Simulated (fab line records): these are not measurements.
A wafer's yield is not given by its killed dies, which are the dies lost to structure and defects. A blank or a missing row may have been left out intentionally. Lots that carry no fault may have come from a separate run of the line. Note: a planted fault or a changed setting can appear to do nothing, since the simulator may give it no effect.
fab line records -- flow sfqLine -- part 2 of 2: steps 27 to 36 of 36
[record] lots = 5, wafers = 15, lastDay = 79
route steps=325 shown M4@161 I4@163 JJ@178
lots with no fault: from the same line, run without faults
startH: the number of hours between the record's first day and the start of the first shown wafer of the lot -- waitH: hours from the lot's prior step to this one -- " identical to the entry in the row above -- L1.1+2: one row covering several wafers at once -- - value missing, or start not given -- * or withheld: withheld -- < > ~ a bound
route shown NAME@n: names a module that has steps shown in the file, with the first one's number in the route -- usual: mean/standard deviation taken from wafers without a fault -- same: alike in all rows -- chamber/n: place in a boat -- sites: each site's reading -- _std_site: how widely they spread, as a standard deviation -- _edge_site: outer sites' mean less inner sites' -- radiusMm: for every site, how far away it sits from the centre of the wafer -- mask NAME#n: copy n -- behind: the most recent tool/chamber to have shaped the wafer -- hold: reason for holding the lot/hours on hold/outcome of the hold -- device: whichever transistor did not switch (one of n, p or np) -- end of line: tests of these same wafers at the route's end -- step lacking rows: just its recipe -- killed: at the first sort, the dies lost to defects and structure; wafer yield is something else -- map: the dies of a wafer, with x for killed, . for not killed, _ for no die there
set.NAME: the setting that was run; set.NAME@STEP: the one run at that earlier step -- model.NAME: the simulator's own value behind a step, which no gauge read
lots at some steps of the route; a table a step, a row a wafer
services: from which hour (startH, from the record's first day; less than 0 if before it) a tool's chamber was out of use, for how many hours, and why
[[steps]]
[step SFQ_TRILAYER_JJ_CE_LITHO_EXPOSE_115]
[recipe] maskId = J5, na = 0.6, sourceShape = conventional, sigmaOuter = 0.65, targetCdNm = 700, doseMj = 14.4
[usual] exposureDoseMJCm2 = 14.399/0.015
lot.wafer,tool,chamber,startH,waitH,mask,exposureDoseMJCm2
L075.3,krfScanner-02,0,1065.76,-,J5#0,14.399
L075.5,krfScanner-02,0,1065.76,-,J5#0,14.384
L075.6,krfScanner-02,0,1065.76,-,J5#0,14.404
L082.1,krfScanner-01,0,1220.27,-,J5#0,14.379
L082.4,krfScanner-01,0,1220.27,-,J5#0,14.376
L082.5,krfScanner-01,0,1220.27,-,J5#0,14.382
L084.1,krfScanner-01,0,1273.22,-,J5#0,14.386
L084.3,krfScanner-01,0,1273.22,-,J5#0,14.407
L084.5,krfScanner-01,0,1273.22,-,J5#0,14.390
L086.1,krfScanner-02,0,1481.61,-,J5#0,14.428
L086.2,krfScanner-02,0,1481.61,-,J5#0,14.396
L086.4,krfScanner-02,0,1481.61,-,J5#0,14.396
L093.1,krfScanner-01,0,1513.43,-,J5#0,14.397
L093.4,krfScanner-01,0,1513.43,-,J5#0,14.401
L093.6,krfScanner-01,0,1513.43,-,J5#0,14.399
[step SFQ_TRILAYER_JJ_CE_LITHO_PEB_117]
[recipe] pebTempC = 115, pebTimeS = 60, resist = KrF
lot.wafer,tool,chamber,startH,waitH
L075.3+5+6,lithoTrack-02,0,1066.61,0.7
L082.1+4+5,lithoTrack-02,0,1221.47,1.0
L084.1+3+5,lithoTrack-02,0,1274.42,1.0
L086.1+2+4,lithoTrack-02,0,1482.81,1.0
L093.1+4+6,lithoTrack-02,0,1514.63,1.0
[step SFQ_TRILAYER_JJ_CE_LITHO_DEVELOP_116]
[recipe] timeS = 60, resist = KrF
lot.wafer,tool,chamber,startH,waitH
L075.3+5+6,lithoTrack-02,0,1066.76,0.1
L082.1+4+5,lithoTrack-02,0,1221.62,0.1
L084.1+3+5,lithoTrack-02,0,1274.57,0.1
L086.1+2+4,lithoTrack-02,0,1482.96,0.1
L093.1+4+6,lithoTrack-02,0,1514.78,0.1
[step SFQ_JJ_OVL_MEAS_931]
[usual] J5_OVL = 0/6.1
lot.wafer,tool,chamber,startH,waitH,J5_OVL[nm]
L075.3,overlay-01,-,1066.87,0.1,-1
L075.5,overlay-01,-,1066.87,0.1,-5
L075.6,overlay-01,-,1066.87,0.1,-7
L082.1,overlay-01,-,1221.77,0.1,-5
L082.4,overlay-01,-,1221.77,0.1,-4
L082.5,overlay-01,-,1221.77,0.1,-1
L084.1,overlay-02,-,1274.72,0.1,-1
L084.3,overlay-02,-,1274.72,0.1,0
L084.5,overlay-02,-,1274.72,0.1,-2
L086.1,overlay-02,-,1483.11,0.1,5
L086.2,overlay-02,-,1483.11,0.1,4
L086.4,overlay-02,-,1483.11,0.1,2
L093.1,overlay-02,-,1514.93,0.1,8
L093.4,overlay-02,-,1514.93,0.1,12
L093.6,overlay-02,-,1514.93,0.1,7
[step SFQ_TRILAYER_JJ_CE_METRO_MEASURE_117]
[usual] cdNm = 699.9/1.3
lot.wafer,tool,chamber,startH,waitH,cdNm
L075.3,cdSem-02,-,1067.29,0.4,700.6
L075.5,cdSem-02,-,1067.29,0.4,701.5
L075.6,cdSem-02,-,1067.29,0.4,701.7
L082.1,cdSem-01,-,1221.81,0.0,700.6
L082.4,cdSem-01,-,1221.81,0.0,701.5
L082.5,cdSem-01,-,1221.81,0.0,700.9
L084.1,cdSem-02,-,1274.76,0.0,698.1
L084.3,cdSem-02,-,1274.76,0.0,697.9
L084.5,cdSem-02,-,1274.76,0.0,696.9
L086.1,cdSem-01,-,1483.15,0.0,700.6
L086.2,cdSem-01,-,1483.15,0.0,700.1
L086.4,cdSem-01,-,1483.15,0.0,700.6
L093.1,cdSem-02,-,1514.97,0.0,701.7
L093.4,cdSem-02,-,1514.97,0.0,701.1
L093.6,cdSem-02,-,1514.97,0.0,701.5
[step SFQ_TRILAYER_JJ_CE_BARC_OPEN_RIE_150]
[recipe] maskMaterial = PR, chemistry = O2, targetDepthNm = 240, target = BARC, icpW = 600, biasW = 80, pressureMtorr = 10, timeS = 80
[usual] drypumpMotorCurrentA = 6.1/0.43, heBacksideLeakSccm = 3.31/0.29, oesProductAu = 0.538/0.0049
lot.wafer,tool,chamber,startH,waitH,drypumpMotorCurrentA,heBacksideLeakSccm,oesProductAu,rfHoursCounterH
L075.3,rieMetal-01,1,1068.12,0.6,6.1,3.32,0.534,-
L075.5,rieMetal-01,1,1068.12,0.6,6.0,3.37,0.537,-
L075.6,rieMetal-01,0,1068.12,0.6,5.9,6.13,0.538,-
L082.1,rieMetal-02,1,1223.01,1.0,6.0,3.33,0.542,97
L082.4,rieMetal-02,1,1223.01,1.0,6.0,3.38,0.540,-
L082.5,rieMetal-02,1,1223.01,1.0,6.0,3.37,0.546,-
L084.1,rieMetal-03,1,1275.96,1.0,6.5,3.15,0.537,0
L084.3,rieMetal-03,1,1275.96,1.0,6.5,3.23,0.543,-
L084.5,rieMetal-03,0,1275.96,1.0,6.3,3.31,0.537,-
L086.1,rieMetal-03,1,1484.35,1.0,6.5,3.10,0.541,24
L086.2,rieMetal-03,0,1484.35,1.0,6.3,3.01,0.544,34
L086.4,rieMetal-03,0,1484.35,1.0,6.3,2.92,0.542,-
L093.1,rieMetal-01,1,1516.17,1.0,6.1,3.24,0.541,21
L093.4,rieMetal-01,0,1516.17,1.0,5.9,3.23,0.532,-
L093.6,rieMetal-01,0,1516.17,1.0,5.8,3.16,0.536,-
[step SFQ_TRILAYER_JJ_CE_ETCH_RIE_118]
[recipe] target = Nb, stopOn = Al2O3, maskMaterial = PR, taperDeg = 13.257, overEtchFrac = 0.15, timeS = 97.7, chemistry = SF6, targetDepthNm = 170, icpW = 600, biasW = 80, pressureMtorr = 10
[usual] drypumpMotorCurrentA = 6.1/0.43, heBacksideLeakSccm = 3.3/0.31, oesProductAu = 0.988/0.0067
lot.wafer,tool,chamber,startH,waitH,drypumpMotorCurrentA,heBacksideLeakSccm,oesProductAu,rfHoursCounterH
L075.3,rieMetal-01,1,1068.22,0.1,6.1,3.4,0.995,-
L075.5,rieMetal-01,1,1068.22,0.1,6.0,3.2,0.990,-
L075.6,rieMetal-01,0,1068.22,0.1,5.8,3.1,0.982,-
L082.1,rieMetal-02,1,1223.10,0.1,6.0,3.5,0.988,97
L082.4,rieMetal-02,1,1223.10,0.1,6.0,3.4,0.984,-
L082.5,rieMetal-02,1,1223.10,0.1,6.0,3.5,0.982,-
L084.1,rieMetal-03,1,1276.05,0.1,6.5,3.3,0.990,0
L084.3,rieMetal-03,1,1276.05,0.1,6.5,3.3,0.998,-
L084.5,rieMetal-03,0,1276.05,0.1,6.3,3.3,0.980,-
L086.1,rieMetal-03,1,1484.44,0.1,6.4,3.3,0.986,24
L086.2,rieMetal-03,0,1484.44,0.1,6.3,3.3,0.977,34
L086.4,rieMetal-03,0,1484.44,0.1,6.3,4.7,0.985,-
L093.1,rieMetal-01,1,1516.26,0.1,6.1,3.1,0.976,21
L093.4,rieMetal-01,0,1516.26,0.1,5.9,3.1,0.984,-
L093.6,rieMetal-01,0,1516.26,0.1,5.9,3.3,0.989,-
[step SFQ_TRILAYER_JJ_ANODIZE_ANODIZE_119]
[recipe] currentDensityMaCm2 = withheld, endCurrentDensityMaCm2 = withheld, bathTempC = withheld
lot.wafer,tool,chamber,startH,waitH
L075.3+5+6,wetBench-05,"7,5,6",1068.29,0.0
L082.1+4+5,wetBench-06,"3,2,6",1223.20,0.1
L084.1+3+5,wetBench-06,"0,4,7",1276.16,0.1
L086.1+2+4,wetBench-06,"2,6,1",1484.54,0.1
L093.1+4+6,wetBench-06,"7,6,0",1516.37,0.1
[step SFQ_TRILAYER_JJ_CE_STRIP_STRIP_120]
[recipe] gas = O2, powerW = 200, platenTempC = 40, overashFraction = 0.65, chemistry = O2, pressureMtorr = 50
[usual] drypumpMotorCurrentA = 5.7/0.59, heBacksideLeakSccm = 3.43/0.27, oesProductAu = 1.000/0.0094
lot.wafer,tool,chamber,startH,waitH,drypumpMotorCurrentA,heBacksideLeakSccm,oesProductAu,rfHoursCounterH
L075.3,rieMetal-02,0,1068.99,0.2,4.8,3.73,1.009,-
L075.5,rieMetal-02,1,1068.99,0.2,6.0,3.35,0.982,-
L075.6,rieMetal-02,0,1068.99,0.2,4.8,3.44,1.009,-
L082.1,rieMetal-03,1,1223.70,0.0,6.4,3.40,0.988,146
L082.4,rieMetal-03,1,1223.70,0.0,6.4,3.44,0.988,-
L082.5,rieMetal-03,1,1223.70,0.0,6.4,3.30,0.989,-
L084.1,rieMetal-01,0,1276.66,0.0,5.8,3.18,1.000,101
L084.3,rieMetal-01,0,1276.66,0.0,5.9,3.21,1.002,-
L084.5,rieMetal-01,1,1276.66,0.0,6.1,3.24,1.011,-
L086.1,rieMetal-01,0,1485.04,0.0,5.9,3.39,1.004,130
L086.2,rieMetal-01,1,1485.04,0.0,6.1,3.04,0.996,17
L086.4,rieMetal-01,0,1485.04,0.0,5.8,3.39,0.997,-
L093.1,rieMetal-02,0,1516.91,0.0,4.8,3.49,1.013,35
L093.4,rieMetal-02,0,1516.91,0.0,4.8,3.53,1.002,-
L093.6,rieMetal-02,0,1516.91,0.0,4.8,3.51,1.008,-
[step SFQ_TRILAYER_JJ_CE_STRIP_SOLV_CLEAN_121]
[recipe] chemistry = NMP, tempC = 70, timeS = 600
[usual] tempC = 70.01/0.14
lot.wafer,tool,chamber,startH,waitH,tempC
L075.3,wetBench-01,5,1069.39,0.2,69.79
L075.5,wetBench-01,1,1069.39,0.2,69.92
L075.6,wetBench-01,2,1069.39,0.2,69.86
L082.1,wetBench-02,6,1224.90,1.0,69.89
L082.4,wetBench-02,3,1224.90,1.0,70.16
L082.5,wetBench-02,0,1224.90,1.0,69.87
L084.1,wetBench-04,2,1277.26,0.4,69.78
L084.3,wetBench-04,1,1277.26,0.4,69.93
L084.5,wetBench-04,6,1277.26,0.4,70.06
L086.1,wetBench-02,5,1485.64,0.4,69.96
L086.2,wetBench-02,6,1485.64,0.4,69.65
L086.4,wetBench-02,4,1485.64,0.4,69.76
L093.1,wetBench-01,6,1517.51,0.4,69.85
L093.4,wetBench-01,2,1517.51,0.4,70.17
L093.6,wetBench-01,7,1517.51,0.4,70.00
[[services]]
tool,chamber,startH,hours,kind
krfScanner-01,-,884.02,0.8,repair
krfScanner-01,-,910.63,0.5,repair
krfScanner-01,-,919.86,1.3,pm
krfScanner-01,-,920.16,0.2,repair
krfScanner-01,-,980.11,1.0,pm
rieMetal-02,-,1019.71,1.3,repair
krfScanner-01,-,1047.88,3.2,repair
rieMetal-01,-,1082.09,14.6,pm
krfScanner-01,-,1095.27,1.3,pm
krfScanner-01,-,1104.35,2.5,repair
krfScanner-01,-,1148.89,1.0,pm
pvdSputter-06,-,1152.32,2.0,repair
rieMetal-02,0,1153.59,22.1,repair
rieMetal-01,-,1154.84,28.1,pm
pvdSputter-06,-,1162.78,0.8,repair
rieMetal-01,-,1192.43,0.6,repair
rieMetal-01,-,1212.10,2.8,pm
rieMetal-01,1,1237.91,19.5,repair
krfScanner-01,-,1246.90,0.6,repair
rieMetal-04,0,1256.47,6.9,repair
rieMetal-02,-,1288.60,5.3,repair
rieMetal-02,-,1301.21,0.3,repair
rieMetal-02,1,1333.35,2.8,repair
pvdSputter-06,-,1479.86,1.9,repair
